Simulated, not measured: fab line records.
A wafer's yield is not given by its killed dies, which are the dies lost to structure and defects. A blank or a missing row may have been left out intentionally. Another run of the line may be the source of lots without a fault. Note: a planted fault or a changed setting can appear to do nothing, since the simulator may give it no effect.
Which tool did it? ; flow sky130 ; Sampling: 13 lots, 39 wafers, 5 of 708 route steps

## WHAT THE GAUGES READ, wafer by wafer
SKY_VT_ADJUST_NCORE_CD_MEAS_07: target cd 380 nm. Usual: 379.9 nm for cd-nm, sd 2.3.
lot;measured;on;cd-nm (nm);flag
L904;day 8 10:52;cd-sem-01;380.0 376.5 377.5;
L905;day 8 17:09;cd-sem-02;383.0 381.3 382.1;
L906;day 9 01:49;cd-sem-02;380.3 380.3 380.2;
L907;day 9 09:33;cd-sem-01;382.5 379.8 383.0;
L908;day 9 13:22;cd-sem-01;379.7 379.7 377.7;
L909;day 10 00:49;cd-sem-01;378.7 379.4 380.9;
L910;day 10 09:46;cd-sem-01;383.6 381.3 379.9;
L911;day 10 15:04;cd-sem-02;378.5 377.7 377.5;
L912;day 10 21:04;cd-sem-02;378.5 383.2 381.3;
L914;day 11 11:11;cd-sem-01;381.1 380.6 378.1;
L915;day 11 15:45;cd-sem-01;379.8 383.9 380.6;
L916;day 11 23:58;cd-sem-01;379.0 380.0 378.2;
L917;day 12 09:56;cd-sem-01;381.7 382.6 380.9;

SKY_LDD_P_OVL_MEAS_08. Usual: LDD_P_OVL typically reads -2.1 nm, with standard deviation 1.9.
lot;measured;on;LDD_P_OVL (nm);flag
L904;day 18 18:31;overlay-02;-2.1 -3.5 -4.7;
L905;day 19 01:40;overlay-01;-2.1 -2.1 -3.0;
L906;day 19 11:58;overlay-02;0.6 0.5 -0.7;
L907;day 20 04:47;overlay-02;-1.0 -1.5 -0.5;
L908;day 20 07:49;overlay-02;-1.6 -1.4 -1.9;
L909;day 20 22:10;overlay-01;-0.5 1.0 -0.5;
L910;day 21 12:28;overlay-01;-3.0 -1.9 -1.5;
L911;day 21 17:16;overlay-02;2.0 2.1 1.4;
L912;day 22 02:11;overlay-02;-3.6 -4.5 -4.4;
L914;day 22 18:37;overlay-01;-2.1 -3.4 -2.6;
L915;day 23 01:10;overlay-01;-2.1 -1.5 -3.8;
L916;day 23 09:12;overlay-01;-4.4 -4.5 -4.3;
L917;day 23 22:25;overlay-01;-1.4 -1.8 -3.3;

SKY_LDD_HVP_TW_MEAS_10. Usual: LDD_HVP_TW typically reads 455, with standard deviation 3.6.
lot;measured;on;LDD_HVP_TW;flag
L904;day 21 09:32;film-metro-01;450 449 451;
L905;day 21 15:47;film-metro-01;450 452 448;
L906;day 22 01:58;film-metro-01;450 451 450;
L907;day 22 18:29;film-metro-01;449 455 451;
L908;day 22 21:59;film-metro-01;451 452 450;
L909;day 23 11:17;film-metro-01;451 454 454;
L910;day 24 01:35;film-metro-02;458 459 457;
L911;day 24 05:49;film-metro-01;449 452 453;
L912;day 24 14:34;film-metro-04;456 456 457;
L914;day 25 07:23;film-metro-02;713 711 715;OFF
L915;day 25 13:19;film-metro-04;706 703 708;OFF
L916;day 25 20:50;film-metro-04;704 705 702;OFF
L917;day 26 09:15;film-metro-02;708 707 712;OFF

SKY_SD_N_RS_MEAS_17: measurement is done with a four-point probe. Usual: SD_P_RS typically reads 147.0 ohm/sq, with standard deviation 0.43.
lot;measured;on;SD_P_RS (ohm/sq);flag
L904;day 27 17:16;film-metro-03;146.8 147.1 147.1;
L905;day 28 00:31;film-metro-01;147.1 146.6 146.7;
L906;day 28 10:48;film-metro-02;146.7 146.8 147.1;
L907;day 29 01:01;film-metro-02;147.4 147.4 147.3;
L908;day 29 03:45;film-metro-03;147.8 147.8 147.4;
L909;day 29 17:28;film-metro-01;147.1 147.0 147.5;
L910;day 30 06:02;film-metro-02;147.9 147.4 147.5;
L911;day 30 09:29;film-metro-02;147.0 147.0 146.7;
L912;day 30 17:14;film-metro-02;147.8 147.1 147.5;
L914;day 31 10:32;film-metro-03;146.9 146.8 147.3;
L915;day 31 15:30;film-metro-01;146.6 146.7 146.6;
L916;day 31 22:39;film-metro-01;146.4 146.2 146.5;
L917;day 32 08:52;film-metro-03;146.6 146.9 146.6;

## TOOL THAT RAN EACH LOT (tool first, then ch and the chambers of the sampled wafers, then the start)
lot;SKY_LDD_HVP_IMPLANT_08
L904;implanter-03 ch 0, day 21 09:17
L905;implanter-03 ch 0, day 21 15:34
L906;implanter-04 ch 0, day 22 01:44
L907;implanter-01 ch 0, day 22 18:15
L908;implanter-01 ch 0, day 22 21:46
L909;implanter-04 ch 0, day 23 11:03
L910;implanter-04 ch 0, day 24 01:21
L911;implanter-04 ch 0, day 24 05:35
L912;implanter-03 ch 0, day 24 14:19
L914;implanter-04 ch 0, day 25 07:08
L915;implanter-04 ch 0, day 25 13:05
L916;implanter-03 ch 0, day 25 20:36
L917;implanter-04 ch 0, day 26 09:02
- SKY_LDD_HVP_IMPLANT_08

## AS READ BY THE TOOLS THEMSELVES (means over the sampled wafers that have a number; for cases with no such wafer, the mark the record gives instead)
The record holds no such reading with a usual standard deviation.

## THE ANSWER, worked out from the rows above alone
Rule: lot off if the mean of its wafers having a number is beyond 3 standard deviations from the usual mean. A lot without any number at a reading at which 4 lots or more have one is off too. The other lots that the step has rows for count as sound. The gauges are gone through in route order, then the tools' own readings, and for those a lot's mean is taken as printed above. The first step at which some lot is off is used, and at that step the reading that is off furthest; a lot without a number counts as furthest.
Off: at SKY_LDD_HVP_TW_MEAS_10 (LDD_HVP_TW), L914, L915, L916, L917.
A tool fits if, at a process step before that reading, it ran every lot that is off, and no sound lot after the first of them. Gauges at SKY_LDD_HVP_TW_MEAS_10: tried the same way as those tools. None of those tried fits.

## WHAT THE SIMULATOR PUT IN
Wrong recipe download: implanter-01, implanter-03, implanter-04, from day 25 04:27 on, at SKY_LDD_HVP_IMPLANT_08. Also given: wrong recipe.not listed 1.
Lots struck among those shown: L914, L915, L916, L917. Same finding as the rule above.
